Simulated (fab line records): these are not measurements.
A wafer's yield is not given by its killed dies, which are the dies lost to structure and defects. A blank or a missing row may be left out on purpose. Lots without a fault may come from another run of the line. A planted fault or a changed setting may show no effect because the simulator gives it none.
Which tool is to blame? :: flow sky130 :: 7 lots with 21 wafers sampled at 3 steps, on a route of 708 steps

== WHAT EACH GAUGE READ, for each wafer ==
SKY_VIA1_CD_MEAS_12: the cd target is 150 nm.
lot: L710
measured: day 35 09:24
on: cd sem-02
cd nm (nm): 149.2 149.7 149.9

lot: L714
measured: day 36 18:07
on: cd sem-01
cd nm (nm): 150.1 151.2 149.2

lot: L722
measured: day 38 20:58
on: cd sem-01
cd nm (nm): 148.0 149.5 149.0

lot: L724
measured: day 39 15:59
on: cd sem-01
cd nm (nm): 149.2 149.0 148.3

lot: L726
measured: day 40 00:46
on: cd sem-01
cd nm (nm): 150.5 152.5 151.9

lot: L729
measured: day 40 21:55
on: cd sem-02
cd nm (nm): 150.5 150.4 152.0

== TOOL THAT RAN EACH LOT (tool first, then ch and the chambers of the sampled wafers, then the start) ==
lot: L710
SKY_LI_CONTACT_SPUTTER_19: pvd sputter-02, day 30 16:58
SKY_METAL1_SPUTTER_03: pvd sputter-01, day 33 03:13

lot: L714
SKY_LI_CONTACT_SPUTTER_19: pvd sputter-03, day 32 02:35
SKY_METAL1_SPUTTER_03: pvd sputter-01, day 34 11:44

lot: L716
SKY_LI_CONTACT_SPUTTER_19: pvd sputter-03, day 32 16:20
SKY_METAL1_SPUTTER_03: pvd sputter-01, day 35 01:37

lot: L722
SKY_LI_CONTACT_SPUTTER_19: pvd sputter-04, day 34 07:46
SKY_METAL1_SPUTTER_03: pvd sputter-03, day 36 16:07

lot: L724
SKY_LI_CONTACT_SPUTTER_19: pvd sputter-03, day 35 03:53
SKY_METAL1_SPUTTER_03: pvd sputter-04, day 37 12:22

lot: L726
SKY_LI_CONTACT_SPUTTER_19: pvd sputter-04, day 35 12:35
SKY_METAL1_SPUTTER_03: pvd sputter-03, day 37 20:58

lot: L729
SKY_LI_CONTACT_SPUTTER_19: pvd sputter-02, day 36 13:17
SKY_METAL1_SPUTTER_03: pvd sputter-04, day 38 19:46
- SKY_LI_CONTACT_SPUTTER_19: material Ti, target thk 20 nm, time 106.37 s.
- SKY_METAL1_SPUTTER_03: material Ti, target thk 5 nm, time 3.3 s.

== THE ANSWER, worked out from the rows above alone ==
Rule: what is usual is taken from the lots themselves. The widest of any qualifying gaps counts: lots, ordered by their means at a reading, are off when they make up no more than a third of the lots, leave a main group of 4 or more, and stand apart from it by 3 or more times the standard deviation of that group's means. If all means in a main group match to the digits the tables above print for the reading, that group is not used. Also off: a lot with no number at a reading for which 4 or more lots have one. All remaining lots with rows at the step are treated as sound.
Across all readings shown, no lot is off: no conclusion can be drawn from this.

== WHAT HAD BEEN PUT IN BY THE SIMULATOR ==
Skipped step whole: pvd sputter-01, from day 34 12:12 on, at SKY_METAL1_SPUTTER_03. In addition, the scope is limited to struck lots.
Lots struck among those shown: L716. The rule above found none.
